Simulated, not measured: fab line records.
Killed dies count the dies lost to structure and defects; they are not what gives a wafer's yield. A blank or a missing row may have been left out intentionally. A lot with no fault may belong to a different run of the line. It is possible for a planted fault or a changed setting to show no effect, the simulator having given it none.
Split-lot trial -- flow sky130 -- route with 708 steps; 5 lots, 23 wafers read

## ON THE SPLIT
At SKY_VT_ADJUST_NCORE_COAT_02 (resist thk 1140 nm), the setting resist_thk_nm was moved away from the recipe's 1140 nm on 6 of the 23 wafers read, by -4.7% to +5.9%. This setting was run at the recipe's value on the other wafers.

The reading comes from the split's own step.

## THE READING
NOVOLAK_of_VT_ADJUST_NCORE_COAT_02.thk_nm (the simulator's own value, which no gauge read), in nm, at SKY_VT_ADJUST_NCORE_COAT_02 (resist thk 1140 nm). The file does not state a usual value for it. The 17 wafers here that ran the recipe average 1137 nm, standard deviation 3.7 nm.

wafer,"tool, chamber at the split","resist_thk_nm as run, nm",against the recipe,"NOVOLAK_of_VT_ADJUST_NCORE_COAT_02.thk_nm, nm",against lot-mates on the recipe
L074.1,"litho_track-04, 0",1140,recipe,1141,-
L074.4,"litho_track-04, 0",1140,recipe,1141,-
L074.2,"litho_track-04, 0",1140,recipe,1142,-
L074.5,"litho_track-04, 0",1140,recipe,1143,-
L074.6,"litho_track-04, 0",1140,recipe,1140,-
L076.1,"litho_track-04, 0",1140,recipe,1135,-
L076.5,"litho_track-04, 0",1140,recipe,1135,-
L076.2,"litho_track-04, 0",1140,recipe,1134,-
L076.3,"litho_track-04, 0",1140,recipe,1133,-
L076.4,"litho_track-04, 0",1140,recipe,1131,-
L080.1,"litho_track-04, 0",1140,recipe,1136,-
L080.2,"litho_track-04, 0",1140,recipe,1136,-
L080.3,"litho_track-04, 0",1140,recipe,1133,-
L083.1,"litho_track-04, 0",1140,recipe,1132,-
L083.2,"litho_track-04, 0",1140,recipe,1134,-
L083.3,"litho_track-04, 0",1207,+5.9%,1201,+68
L083.4,"litho_track-04, 0",1207,+5.9%,1200,+67
L083.6,"litho_track-04, 0",1207,+5.9%,1203,+70
L085.1,"litho_track-04, 0",1086,-4.7%,1083,-55
L085.2,"litho_track-04, 0",1086,-4.7%,1084,-54
L085.3,"litho_track-04, 0",1086,-4.7%,1086,-52
L085.4,"litho_track-04, 0",1140,recipe,1136,-
L085.5,"litho_track-04, 0",1140,recipe,1140,-

FIT RESULTS
A straight line over all 23 wafers: NOVOLAK_of_VT_ADJUST_NCORE_COAT_02.thk_nm changes by +11 nm for each +1% of resist_thk_nm; r = +0.99; the points scatter about the line by 3.4 nm.
The same after taking each lot's own level away (the mean of its wafers on the recipe; 23 wafers): +11.5 nm for each +1%; r = +1.00; scatter 1.5 nm.
On that fit, the largest move of resist_thk_nm shifts the reading by 68 nm.
From 1133.0 to 1141.4 nm: that is the span of the lots' own levels, equal to 2.3 times the standard deviation above.
Consequently the slope shifts little with the lot-to-lot level, the two slopes agreeing.
Check: for one of the wafers moved furthest among these (+5.9%), held out of the fit, the line's prediction against its lot-mates is +67.8 nm. Against them it came out at +68 nm.

## THESE WAFERS: OTHER SPLITS
Before the reading, these wafers also passed through other splits. Each is held against what the fit with the lots' levels taken away leaves over:
other split on the same wafers,wafers away from the commonest value,r with NOVOLAK_of_VT_ADJUST_NCORE_COAT_02.thk_nm (lot level and that fit taken away)
SKY_FIELD_ISO_OXIDATION_01 temp_c,18,+0.09
SKY_FIELD_ISO_EXPOSE_10 dose_mj,5,+0.00
SKY_DNWELL_COAT_02 resist_thk_nm,5,+0.06
SKY_NWELL_IMPLANT_11 dose_cm2,5,+0.19
SKY_NWELL_IMPLANT_24 dose_cm2,8,+0.34
SKY_VT_ADJUST_LVTN_COAT_02 spin_rpm,9,-0.14
SKY_VT_ADJUST_LVTN_SOFTBAKE_14 temp_c,9,-0.13

## THE WHOLE CHAIN: every reading that the file lists as answering this split, in the file's order
step,what it does,reading,change (the file's fit),r (the file's)
SKY_VT_ADJUST_NCORE_COAT_02,resist thk 1140 nm,"NOVOLAK_of_VT_ADJUST_NCORE_COAT_02.thk_nm (the simulator's own value, which no gauge read)",+11.5 nm for each +1% of the setting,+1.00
SKY_VT_ADJUST_NCORE_STRIP_10,strips in O2/N2,strip_time_to_endpoint_s,withheld for each +1% of the setting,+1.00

## THE FILE'S OWN FIT
NOVOLAK_of_VT_ADJUST_NCORE_COAT_02.thk_nm changes by +11.5 nm for each +1% of resist_thk_nm, r = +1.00.
